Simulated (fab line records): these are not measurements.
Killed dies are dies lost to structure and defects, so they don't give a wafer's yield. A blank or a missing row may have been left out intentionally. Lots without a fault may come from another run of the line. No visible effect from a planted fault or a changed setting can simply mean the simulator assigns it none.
Matching of chambers | flow gf180mcu | GF_V3_CVD_02 on pecvd-02: 3 sister chambers
The step deposits SiO2 from TEOS, target thk 850 nm, time 94.851 s. 3 wafers are shown with their chamber, then 7 later ones without.

WAFERS WITH THEIR CHAMBER
wafer  | chamber | heater-power-w (W)
L950.4 | 1       | 873
L951.2 | 0       | 741
L951.3 | 2       | 744

WAFERS WHOSE CHAMBER IS MISSING
wafer  | heater-power-w (W)
L951.6 | 745
L952.1 | 928
L952.5 | 702
L952.6 | 751
L953.1 | 755
L953.4 | 623
L953.5 | 619

THE CHAMBER EACH PASSED THROUGH
wafer  | from the rows above          | in truth
L951.6 | can't be placed: 2 or 0 or 1 | 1
L952.1 | can't be placed: 1 or 2 or 0 | 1
L952.5 | can't be placed: 0 or 2 or 1 | 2
L952.6 | can't be placed: 2 or 0 or 1 | 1
L953.1 | can't be placed: 2 or 0 or 1 | 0
L953.4 | can't be placed: 0 or 2 or 1 | 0
L953.5 | can't be placed: 0 or 2 or 1 | 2
0 of 7 placed correctly. Can't be placed from these rows: 7 (the true chamber is among the candidates in 7). Number placed wrongly: 0.
How it was worked out, from the rows above alone: a wafer's distance from a chamber is the root of the sum, over the readings, of the square of ((its reading less the chamber's mean) divided by the reading's scatter). The wafer belongs to the nearest chamber; if the next one is less than 2 further off, it can't be placed. A chamber's mean is the mean of its shown wafers. The scatter: with one shown wafer a chamber, the root of the mean of the squares of how far each hidden wafer lies from its nearest shown one.
